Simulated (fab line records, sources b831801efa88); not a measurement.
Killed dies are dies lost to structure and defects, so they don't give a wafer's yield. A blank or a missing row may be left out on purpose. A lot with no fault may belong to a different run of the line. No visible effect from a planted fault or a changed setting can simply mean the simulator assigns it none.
Problem report, 8D (eight disciplines) form, completed by code | flow sky130 | the parts of the form that need people (team, actions taken, sign-off) are left out

## 1. THE PROBLEM
Wafers without a fault read 3.4, standard deviation 1.9; killed_at_M4_up at SKY_PAD_OPEN_PROBE_99 reads a mean of 35.5 on 6 wafers belonging to 2 lots. Measured from the usual mean, that is +17 standard deviations.
First seen on wafer L918.3, day 49 02:29, on prober-02. Wafers with a number at this step in the record: 18, from 6 lots. By rule, "out" or "out of limits" means more than 4 standard deviations away from the usual mean. The rest of the wafers with a number are treated as sound.

## 2. WHAT IT IS AND WHAT IT IS NOT
question                    | is                     | is not
which readings at this step | killed_at_M4_up        | killed-at-contacts, killed-at-front-end, killed-at-other, killed-open, killed-short
which lots                  | L918, L919             | L907, L910, L913, L921
which wafers of those lots  | all that have a number | -
read on which tools         | prober-01, prober-02   | -
when                        | from day 49 02:29      | up to then (9 sound wafers); but 3 sound wafers of L921 came after

## 3. WHAT RULES OUT EACH SUSPECT
Counting: a tool stays on the suspect list if, at a process step up to the reading, it processed all lots that are out and no sound lot following the first of them.
- rie-metal-01 at SKY_METAL5_DESCUM_14 (chemistry O2, time 11 s): kept. It processed each lot that is out, first L918 at day 47 09:05, and no sound lot thereafter; up to then, the last sound lot it processed was L907 at day 44 00:53.
- rie-metal-01 at SKY_METAL5_METAL_ETCH_15 (etches the open film in Cl2/BCl3, stops on SiO2, target depth 1260 nm, time 252 s): kept. It processed each lot that is out, first L918 at day 47 09:11, and no sound lot thereafter; up to then, the last sound lot it processed was L907 at day 44 00:59.
- plasma-asher-01 at SKY_METAL5_STRIP_16 (strips in O2/N2): kept. It processed each lot that is out, first L918 at day 47 09:23, and no sound lot thereafter; up to then, the last sound lot it processed was L913 at day 46 05:05.
- pecvd-03 at SKY_PASSIVATION_CVD_02 (deposits Si3N4, target thk 540 nm): ruled out as a lasting fault. Sound lots L921 ran on it after its first lot that is out, L918 (day 47 10:03).
After the count, these remain: rie-metal-01 at SKY_METAL5_DESCUM_14, rie-metal-01 at SKY_METAL5_METAL_ETCH_15 and plasma-asher-01 at SKY_METAL5_STRIP_16.

## 4. THE CAUSE (what the simulator had put in)
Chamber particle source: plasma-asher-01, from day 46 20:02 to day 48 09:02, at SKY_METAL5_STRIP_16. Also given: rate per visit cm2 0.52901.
Of the 3 suspects that counting leaves, this tool is one.

## 5. THE CHAIN OF EFFECTS, in route order
Rows list readings where the struck wafers' mean (over those with a number) sits beyond 3 standard deviations from the usual. Only readings whose record carries a usual standard deviation are examined. hours: median over the lots of the time between each lot's start at the first step of this table that gives one and its start at this step. sigmas: the change, counted in usual standard deviations.
hours | step                  | reading         | usual | on struck wafers | change | sigmas
0     | SKY_PAD_OPEN_PROBE_99 | killed_at_M4_up | 3.4   | 35.5             | +32.1  | +17
Its process steps:
- SKY_PAD_OPEN_PROBE_99

## 6. HOW IT WOULD HAVE BEEN CAUGHT EARLIER
In this record the first reading out of limits was taken at day 49 02:29, 54 hours after the fault began at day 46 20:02.
Tool readings at SKY_METAL5_STRIP_16 with a usual standard deviation given in the record: none out on any struck wafer, hence no alarm at a limit of 4 standard deviations on them.
The start of SKY_METAL5_STRIP_16 on plasma-asher-01 came by day 49 02:29 for every one of the lots that are out (2). None of them would have been spared by holding the tool at that moment.
